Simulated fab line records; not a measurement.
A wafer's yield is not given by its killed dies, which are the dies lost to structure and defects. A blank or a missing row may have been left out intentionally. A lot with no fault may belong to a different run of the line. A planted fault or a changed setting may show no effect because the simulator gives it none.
8D (eight disciplines) problem report, filled in by code :: flow sfq line :: the parts of the form that need people (team, actions taken, sign-off) are left out

## 1. PROBLEM STATEMENT
SFQ_TRILAYER_I6_CMP_CMP_166, time to endpoint s: mean 284 s on 2 wafers (1 lot); fault-free wafers 217 s, standard deviation 6.3. Measured from the usual mean, that is +11 standard deviations.
The step: polishes SiO2.
Seen first at day 72 23:47 on cmp-02, wafer L235.3. At this step, 15 wafers from 5 lots have a number in the record. The rule behind "out" and "out of limits": a value lying over 4 standard deviations away from the usual mean. All remaining wafers that have a number are taken as sound.

## 2. WHAT IT IS, AND WHAT IT ISN'T
question: which readings at this step
is: time to endpoint s
is not: motor current A

question: which lots
is: L235
is not: L244, L246, L247, L252

question: which wafers of those lots
is: L235.3, L235.6
is not: L235.1

question: read on which tools
is: cmp-02
is not: cmp-01

question: when
is: from day 72 23:47
is not: up to then (0 sound wafers); but 13 sound wafers of L235, L244, L246, L247, L252 came after

## 3. WHAT RULES OUT EACH SUSPECT
Counting: if a tool at a process step up to the reading ran every lot that is out, it stays a suspect. Sound lots after the first of them don't rule it out here, since some wafers of a struck lot are sound.
- rie metal-01 at SFQ_TRILAYER_M6_ETCH_METAL_ETCH_162 (etches Nb in Cl2/Ar, stops on SiO2, target depth 240 nm, time 120 s): kept. It ran the lot that is out, L235 (day 72 22:49).
- rie metal-01 at SFQ_TRILAYER_M6_STRIP_STRIP_163 (strips in O2): kept. It ran the lot that is out, L235 (day 72 22:56).
- cmp-02 at SFQ_TRILAYER_I6_CMP_CMP_166 (polishes SiO2): kept. It ran the lot that is out, L235 (day 72 23:47). Its own readings are out on those wafers: time to endpoint s.
- At SFQ_TRILAYER_I6_CMP_CMP_166 on cmp-02, chamber 0 took the sound wafers of the same lots and chamber 2 took the wafers that are out.
rie metal-01 at SFQ_TRILAYER_M6_ETCH_METAL_ETCH_162, rie metal-01 at SFQ_TRILAYER_M6_STRIP_STRIP_163 and cmp-02 at SFQ_TRILAYER_I6_CMP_CMP_166 are what is left after counting.

## 4. THE CAUSE (what the simulator had put in)
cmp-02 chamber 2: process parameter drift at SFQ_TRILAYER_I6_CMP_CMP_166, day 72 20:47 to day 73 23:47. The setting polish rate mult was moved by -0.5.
Of the 3 suspects that counting leaves, this tool is one.

## 5. THE EFFECT CHAIN, in route order
One row per reading whose mean, taken over the struck wafers that have a number, lies over 3 standard deviations from the usual. Only readings for which the record gives a usual standard deviation are gone through. hours: the time from each lot's start at the first step in this table that gives one to its start at this step, as a median over the lots. sigmas: the change in usual standard deviations.
hours: 0
step: SFQ_TRILAYER_I6_CMP_CMP_166
reading: time to endpoint s
usual: 217 s
on struck wafers: 284
change: +66
sigmas: +11

hours: 3
step: SFQ_TRILAYER_I6_METRO_MEASURE_167
reading: thk nm
usual: 200.4 nm
on struck wafers: 307.6
change: +107.2
sigmas: +99 or more

hours: 109
step: SFQ_TRILAYER_I6_VIA_ETCH_VIA_ETCH_172
reading: oes product au
usual: 0.855 a.u.
on struck wafers: 1.001
change: +0.146
sigmas: +30
Here are the process steps it includes:
- SFQ_TRILAYER_I6_CMP_CMP_166: polishes SiO2.
- SFQ_TRILAYER_I6_METRO_MEASURE_167
- SFQ_TRILAYER_I6_VIA_ETCH_VIA_ETCH_172: etches SiO2 in CHF3, stops on Nb, target depth 260 nm.
Later measuring or inspecting steps at which every struck wafer that the step has a row for has a number for every such reading, and none has moved that far: SFQ_I6_BOW_MEAS_941, SFQ_I6_OVL_MEAS_942, SFQ_M7_RS_MEAS_943, SFQ_M7_OVL_MEAS_945, SFQ_M8_BOW_MEAS_951.

## 6. HOW IT WOULD HAVE BEEN CAUGHT EARLIER
3 hours passed between the start of the fault at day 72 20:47 and the first reading out of limits in this record, taken at day 72 23:47.
